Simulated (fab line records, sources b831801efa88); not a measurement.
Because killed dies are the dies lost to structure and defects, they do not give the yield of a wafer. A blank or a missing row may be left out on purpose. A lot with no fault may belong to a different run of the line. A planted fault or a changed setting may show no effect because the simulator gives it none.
Matching of chambers    flow gf180mcu    GF_V5_CMP_26 on cmp-01 has 3 sister chambers
The step polishes, stops on SiO2, t overpolish 15 s, target thk 0 nm. 6 wafers are shown with their chamber, then 7 later ones without.

## EACH WAFER AND ITS CHAMBER
wafer   chamber  timeToEndpointS (s)  headPressurePsi (psi)
L405.1  0        91                   3.502
L405.6  2        90                   3.501
L406.1  2        90                   3.503
L406.2  1        80                   3.488
L406.3  0        88                   3.496
L413.1  1        84                   3.502

## WAFERS WITH NO CHAMBER GIVEN
wafer   timeToEndpointS (s)  headPressurePsi (psi)
L413.2  90                   3.500
L413.5  90                   3.507
L414.1  81                   3.496
L414.5  82                   3.499
L414.6  92                   3.510
L415.1  87                   3.505
L415.5  89                   3.502

## THE CHAMBER EACH PASSED THROUGH
wafer   from the rows above           in truth
L413.2  can't be placed: 0 or 2       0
L413.5  can't be placed: 2 or 0       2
L414.1  1                             1
L414.5  1                             1
L414.6  can't be placed: 2 or 0       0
L415.1  can't be placed: 2 or 0 or 1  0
L415.5  can't be placed: 2 or 0       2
Correctly placed: 2 of 7. Not placeable from these rows: 5 (in 5, the candidates include the true chamber). Number placed wrongly: 0.
How it was worked out, from the rows above alone: a wafer's distance from a chamber is the root of the sum, over the readings, of the square of ((its reading less the chamber's mean) divided by the reading's scatter). The wafer belongs to the nearest chamber; if the next one is less than 2 further off, it can't be placed. Each chamber's mean is taken over the wafers shown for it. The scatter: the root of (the sum of the squares of (reading less its chamber's mean) over the shown wafers, divided by (wafers less chambers)).
